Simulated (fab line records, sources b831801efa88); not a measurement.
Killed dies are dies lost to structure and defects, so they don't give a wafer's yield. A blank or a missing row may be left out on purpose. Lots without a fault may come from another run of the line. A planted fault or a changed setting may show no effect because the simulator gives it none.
fab line records | flow sky130
record lots=6 wafers=18 last_day=50
route steps=708 shown POLY_GATE@217 PAD_OPEN@708
lots that met no fault: from a run of the same line without faults
start_h: hours from the record's first day to the start of the lot's first wafer shown | wait_h: hours since the lot's step before | " the same as in the row above | L1.1+2: a row that stands for several wafers | - no value, or no start given | * or withheld: withheld | < > ~ a bound
route shown NAME@n: a module of which the file shows steps, and the number in the route of the first | usual: mean/standard deviation of fault-free wafers | same: alike in all rows | chamber/n: place in a boat | sites: the reading at each site | _std_site: their standard deviation | _edge_site: outer sites' mean less inner sites' | radius_mm: how far each site lies from the wafer's centre | mask NAME#n: copy n | behind: the tool/chamber that last shaped the wafer | hold: why the lot was held/for how many hours/how that ended | device: the transistor (n, p or np) that didn't switch | end of line: the same wafers' tests at the end of the route | a step without rows: its recipe alone | killed: dies lost to structure and defects at the first sort, not the wafer's yield | map: a wafer's dies, x killed, . not, _ none there
set.NAME: the setting as run; set.NAME@STEP: as run at that earlier step | model.NAME: the simulator's own value behind a step, which no gauge read
lots at some steps of the route; a table a step, a row a wafer
services: from which hour (start_h, from the record's first day; less than 0 if before it) a tool's chamber was out of use, for how many hours, and why
## steps
# step SKY_POLY_GATE_CVD_03
# recipe material=Si3N4 precursor=DCS/NH3 target_thk_nm=75 temp_c=770 time_s=1290 pressure_mtorr=250
# step SKY_POLY_GATE_THK_MEAS_04
# recipe reads=Si3N4_of_POLY_GATE_CVD_03
# usual POLY_GATE_CVD_03_THK=75.2/0.79
# columns lot.wafer tool chamber start_h wait_h POLY_GATE_CVD_03_THK[nm]
L528.1 film_metro-03 - 350.62 0.0 75.2
L528.2 " - " " 74.6
L528.6 " - " " 74.1
L536.1 film_metro-01 - 435.46 0.0 75.7
L536.4 " - " " 76.2
L536.5 " - " " 75.3
L539.1 film_metro-02 - 454.62 0.0 76.5
L539.2 " - " " 76.7
L539.5 " - " " 76.6
L540.1 film_metro-02 - 461.08 0.0 75.7
L540.4 " - " " 75.2
L540.5 " - " " 75.1
L548.2 film_metro-03 - 526.18 0.0 76.2
L548.4 " - " " 76.2
L548.6 " - " " 75.6
L549.1 film_metro-02 - 540.52 0.0 75.1
L549.4 " - " " 74.4
L549.5 " - " " 74.7
# step SKY_POLY_GATE_DEHYDRATE_05
# recipe temp_c=200 time_s=60
# step SKY_POLY_GATE_HMDS_06
# recipe prime_time_s=60 prime_temp_c=120
# step SKY_POLY_GATE_COAT_07
# recipe resist=BARC temp_c=withheld time_s=withheld spin_rpm=3000 resist_thk_nm=110
# step SKY_POLY_GATE_COAT_08
# recipe resist=KrF-thick spin_rpm=3000 resist_thk_nm=450
# step SKY_POLY_GATE_SOFTBAKE_09
# recipe temp_c=100 time_s=90 resist=KrF-thick
# step SKY_POLY_GATE_EXPOSE_10
# recipe mask_id=P1M na=0.68 source_shape=conventional sigma_outer=0.6 target_cd_nm=150 dose_mj=28
# step SKY_POLY_GATE_PEB_11
# recipe peb_temp_c=withheld peb_time_s=withheld resist=KrF-thick
# step SKY_POLY_GATE_DEVELOP_12
# recipe develop_time_s=60 resist=KrF-thick dev_temp_c=21
# step SKY_POLY_GATE_CD_MEAS_13
# recipe target_cd_nm=150
# usual cd_nm=150.1/1.3
# columns lot.wafer tool chamber start_h wait_h cd_nm
L528.1 cd_sem-02 - 378.61 - 150.1
L528.2 " - " " 150.7
L528.6 " - " " 150.2
L536.1 cd_sem-02 - 466.56 - 148.9
L536.4 " - " " 149.2
L536.5 " - " " 149.4
L539.1 cd_sem-02 - 485.51 - 151.2
L539.2 " - " " 151.1
L539.5 " - " " 150.9
L540.1 cd_sem-01 - 492.21 - 150.8
L540.4 " - " " 150.4
L540.5 " - " " 150.1
L548.2 cd_sem-01 - 556.28 - 150.4
L548.4 " - " " 149.2
L548.6 " - " " 151.0
L549.1 cd_sem-02 - 569.91 - 148.1
L549.4 " - " " 148.9
L549.5 " - " " 150.1
# step SKY_POLY_GATE_OVL_MEAS_14
# usual POLY_GATE_OVL=-2/5.6
# columns lot.wafer tool chamber start_h wait_h POLY_GATE_OVL[nm]
L528.1 overlay-01 - 378.73 0.1 -12
L528.2 " - " " -17
L528.6 " - " " -11
L536.1 overlay-01 - 466.68 0.1 -4
L536.4 " - " " -2
L536.5 " - " " -4
L539.1 overlay-02 - 485.63 0.1 -2
L539.2 " - " " -1
L539.5 " - " " -2
L540.1 overlay-01 - 492.33 0.1 -8
L540.4 " - " " -5
L540.5 " - " " -11
L548.2 overlay-01 - 556.39 0.1 4
L548.4 " - " " -1
L548.6 " - " " 2
L549.1 overlay-02 - 570.03 0.1 -1
L549.4 " - " " 0
L549.5 " - " " -4
# step SKY_POLY_GATE_ETCH_15
# recipe chemistry=N2/H2 target=BARC ion_energy_ev=200 source_w=500 bias_w=100 pressure_mtorr=30 n2_flow_sccm=100 h2_flow_sccm=200 stop_on=SiO2 time_s=118.5 target_depth_a=1100
# usual bias_w=99.99/0.28 drypump_motor_current_A=5.7/0.4 oes_product_au=0.716/0.0048 throttle_valve_pct=13.213/0.0099
# columns lot.wafer tool chamber start_h wait_h bias_w drypump_motor_current_A oes_product_au rf_hours_counter_h throttle_valve_pct
L528.1 rie_diel-02 2 378.77 0.0 100.40 6.5 0.717 5 13.222
L528.2 " 1 " " 99.72 5.8 0.720 3 13.201
L528.6 " 0 " " 99.85 5.2 0.713 - 13.206
L536.1 rie_diel-03 2 466.72 0.0 99.90 5.7 0.711 2 13.204
L536.4 " 1 " " 100.00 6.2 0.715 6 13.203
L536.5 " 2 " " 100.13 5.7 0.712 - 13.209
L539.1 rie_diel-03 1 485.67 0.0 96.43 6.3 0.712 6 13.208
L539.2 " 2 " " 96.94 5.7 0.713 2 13.207
L539.5 " 2 " " 96.66 5.7 0.708 - 13.214
L540.1 rie_diel-03 1 492.37 0.0 97.01 6.2 0.721 6 13.218
L540.4 " 0 " " 97.06 5.1 0.710 54 13.225
L540.5 " 2 " " 96.26 5.7 0.715 - 13.206
L548.2 rie_diel-02 0 556.42 0.0 100.38 5.2 0.713 15 13.215
L548.4 " 3 " " 100.26 5.7 0.713 67 13.201
L548.6 " 3 " " 99.96 5.7 0.719 - 13.221
L549.1 rie_diel-03 1 570.06 0.0 100.52 6.2 0.712 8 13.208
L549.4 " 2 " " 100.01 5.7 0.714 4 13.203
L549.5 " 3 " " 99.95 5.6 0.710 - 13.215
# step SKY_POLY_GATE_ETCH_16
# recipe stop_on=poly-Si chemistry=CH3F/O2 target=Si3N4 source_w=400 bias_w=80 pressure_mtorr=25 ch3f_flow_sccm=40 O2_flow_sccm=30 time_s=147.5 target_depth_a=750
# usual bias_w=79.99/0.25 drypump_motor_current_A=5.7/0.4 oes_product_au=0.641/0.0054 throttle_valve_pct=10.535/0.0095
# columns lot.wafer tool chamber start_h wait_h bias_w drypump_motor_current_A oes_product_au rf_hours_counter_h throttle_valve_pct
L528.1 rie_diel-02 2 378.85 0.0 80.11 6.4 0.643 5 10.542
L528.2 " 1 " " 80.25 5.7 0.629 3 10.522
L528.6 " 0 " " 80.27 5.2 0.638 - 10.542
L536.1 rie_diel-03 2 466.80 0.0 79.77 5.7 0.639 2 10.551
L536.4 " 1 " " 80.21 6.2 0.645 6 10.523
L536.5 " 2 " " 79.64 5.7 0.642 - 10.545
L539.1 rie_diel-03 1 485.75 0.0 79.80 6.2 0.652 6 10.528
L539.2 " 2 " " 79.76 5.7 0.645 2 10.545
L539.5 " 2 " " 80.01 5.7 0.644 - 10.533
L540.1 rie_diel-03 1 492.45 0.0 80.04 6.3 0.650 6 10.538
L540.4 " 0 " " 80.03 5.1 0.639 54 10.527
L540.5 " 2 " " 79.70 5.7 0.642 - 10.520
L548.2 rie_diel-02 0 556.50 0.0 80.08 5.2 0.648 15 10.533
L548.4 " 3 " " 80.11 5.7 0.645 67 10.549
L548.6 " 3 " " 79.78 5.7 0.638 - 10.567
L549.1 rie_diel-03 1 570.15 0.0 80.03 6.3 0.644 8 10.533
L549.4 " 2 " " 79.57 5.7 0.641 4 10.529
L549.5 " 3 " " 80.24 5.6 0.639 - 10.528
# step SKY_PAD_OPEN_PROBE_99
# usual killed_at_M0_to_M3=42/6.6 killed_at_M4_up=3.0/1.8 killed_at_contacts=25/5.1 killed_at_front_end=15/4.4 killed_at_other=0.3/0.56 killed_dies=86/8.6 killed_on_rim=17/3.9 killed_open=47/6.9 killed_short=38/6
# same gross_dies=492 killed_at_back_side=0
# columns lot.wafer tool chamber start_h wait_h killed_at_M0_to_M3 killed_at_M4_up killed_at_contacts killed_at_front_end killed_at_other killed_dies killed_on_rim killed_open killed_short
L528.1 prober-01 - 1081.23 0.1 47 4 28 12 0 91 26 51 40
L528.2 prober-01 - 1081.28 0.1 55 1 25 19 1 101 13 54 47
L528.6 prober-01 - 1081.48 0.2 51 1 19 16 0 87 17 49 38
L536.1 prober-01 - 1144.61 0.1 46 2 26 15 0 89 25 38 51
L536.4 prober-01 - 1144.76 0.2 41 0 25 17 2 85 14 43 41
L536.5 prober-01 - 1144.81 0.2 43 4 27 16 0 90 16 54 36
L539.1 prober-02 - 1152.63 0.1 36 3 23 11 1 74 15 39 35
L539.2 prober-02 - 1152.68 0.1 55 4 23 15 1 98 13 45 53
L539.5 prober-02 - 1152.83 0.2 41 4 22 20 0 87 16 47 40
L540.1 prober-01 - 1154.08 0.1 47 6 17 20 0 90 18 46 43
L540.4 prober-01 - 1154.23 0.2 47 4 20 15 0 86 13 49 36
L540.5 prober-01 - 1154.28 0.2 58 5 14 12 2 91 16 45 43
# killed by level:class
L528.1 VIA2:geometric_particle:open=12 LI_CONTACT:geometric_particle:open=9 METAL2:geometric_particle:short=8 CONTACT:geometric_particle:open=7 VIA1:geometric_particle:open=6 VIA3:geometric_particle:open=6 POLY_GATE:geometric_particle:short=5 POLY_GATE:geometric_particle:open=5
L528.2 VIA1:geometric_particle:open=16 VIA2:geometric_particle:open=13 CONTACT:geometric_particle:short=10 VIA3:geometric_particle:open=8 POLY_GATE:geometric_particle:short=7 CONTACT:geometric_particle:open=6 FIELD_ISO:geometric_particle:short=4 VIA1:geometric_particle:short=4
L528.6 VIA1:geometric_particle:open=11 VIA2:geometric_particle:open=9 CONTACT:geometric_particle:open=7 VIA3:geometric_particle:open=7 METAL2:geometric_particle:short=6 LI_CONTACT:geometric_particle:open=5 CONTACT:geometric_particle:short=5 METAL1:geometric_particle:short=4
L536.1 METAL1:geometric_particle:short=9 CONTACT:geometric_particle:short=7 LI_CONTACT:geometric_particle:open=6 VIA1:geometric_particle:open=6 LOCAL_INTERCONNECT:geometric_particle:short=6 VIA3:geometric_particle:open=6 METAL2:geometric_particle:short=6 CONTACT:geometric_particle:open=5
L536.4 LI_CONTACT:geometric_particle:open=9 VIA2:geometric_particle:open=7 CONTACT:geometric_particle:short=6 VIA1:geometric_particle:open=6 METAL2:geometric_particle:short=6 VIA3:geometric_particle:open=6 FIELD_ISO:geometric_particle:open=5 FIELD_ISO:geometric_particle:short=5
L536.5 VIA1:geometric_particle:open=14 LI_CONTACT:geometric_particle:open=11 VIA3:geometric_particle:open=6 LOCAL_INTERCONNECT:geometric_particle:short=6 CONTACT:geometric_particle:open=6 FIELD_ISO:geometric_particle:short=5 FIELD_ISO:geometric_particle:open=5 VIA2:geometric_particle:short=5
L539.1 CONTACT:geometric_particle:open=11 CONTACT:geometric_particle:short=7 VIA1:geometric_particle:open=7 VIA2:geometric_particle:short=6 METAL3:geometric_particle:short=6 VIA3:geometric_particle:open=5 FIELD_ISO:geometric_particle:open=3 METAL1:geometric_particle:short=3
L539.2 METAL1:geometric_particle:short=13 VIA3:geometric_particle:open=9 LI_CONTACT:geometric_particle:open=7 CONTACT:geometric_particle:open=7 VIA1:geometric_particle:open=6 METAL2:geometric_particle:short=6 VIA2:geometric_particle:open=6 POLY_GATE:geometric_particle:short=5
L539.5 VIA2:geometric_particle:open=11 VIA1:geometric_particle:open=10 CONTACT:geometric_particle:open=9 POLY_GATE:geometric_particle:open=6 CONTACT:geometric_particle:short=6 POLY_GATE:geometric_particle:short=5 METAL2:geometric_particle:short=5 FIELD_ISO:geometric_particle:short=4
L540.1 VIA1:geometric_particle:open=8 CONTACT:geometric_particle:open=7 VIA2:geometric_particle:open=7 FIELD_ISO:geometric_particle:open=6 LI_CONTACT:geometric_particle:open=6 VIA1:geometric_particle:short=5 METAL1:geometric_particle:short=5 METAL2:geometric_particle:short=5
L540.4 VIA1:geometric_particle:open=12 CONTACT:geometric_particle:open=9 METAL1:geometric_particle:short=9 VIA1:geometric_particle:short=7 VIA3:geometric_particle:open=7 LI_CONTACT:geometric_particle:open=6 POLY_GATE:geometric_particle:short=5 VIA2:geometric_particle:open=4
L540.5 VIA1:geometric_particle:open=11 CONTACT:geometric_particle:open=7 METAL2:geometric_particle:short=7 VIA1:geometric_particle:short=7 METAL3:geometric_particle:short=7 VIA3:geometric_particle:open=6 VIA2:geometric_particle:open=6 POLY_GATE:geometric_particle:open=5
## services
# columns tool chamber start_h hours kind
rie_diel-03 3 381.90 9.2 repair
rie_diel-02 - 416.76 1.4 repair
rie_diel-03 - 427.63 14.6 pm
rie_diel-02 3 442.73 7.6 repair
rie_diel-02 0 447.35 4.8 repair
rie_diel-02 1 470.20 5.2 repair
rie_diel-02 - 545.48 0.4 repair
## key
first_sign step=SKY_POLY_GATE_ETCH_15 reading=bias_w direction=down sigmas=12 usual=99.99 struck=96.72
effect none on later readings
met_at SKY_POLY_GATE_ETCH_15
struck_wafers L539.1,L539.2,L539.5,L540.1,L540.4,L540.5
tester_left_out L539,L540
onset_between 466.72 485.67
fault kind=process_parameter_drift tool=rie_diel-03 chamber=- onset_h=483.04 steps=SKY_POLY_GATE_ETCH_15 channel=bias_w offset=-3.1864 shape=step end_h=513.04 acts_in=these_recipes_only stated=100
# tester_left_out: of these lots the tester's yield and bins aren't shown, on N5 and GAA mostly nor the transistor test; their killed dies are dies lost to structure and defects alone, not to doping, threshold or leakage, so they don't give the yield
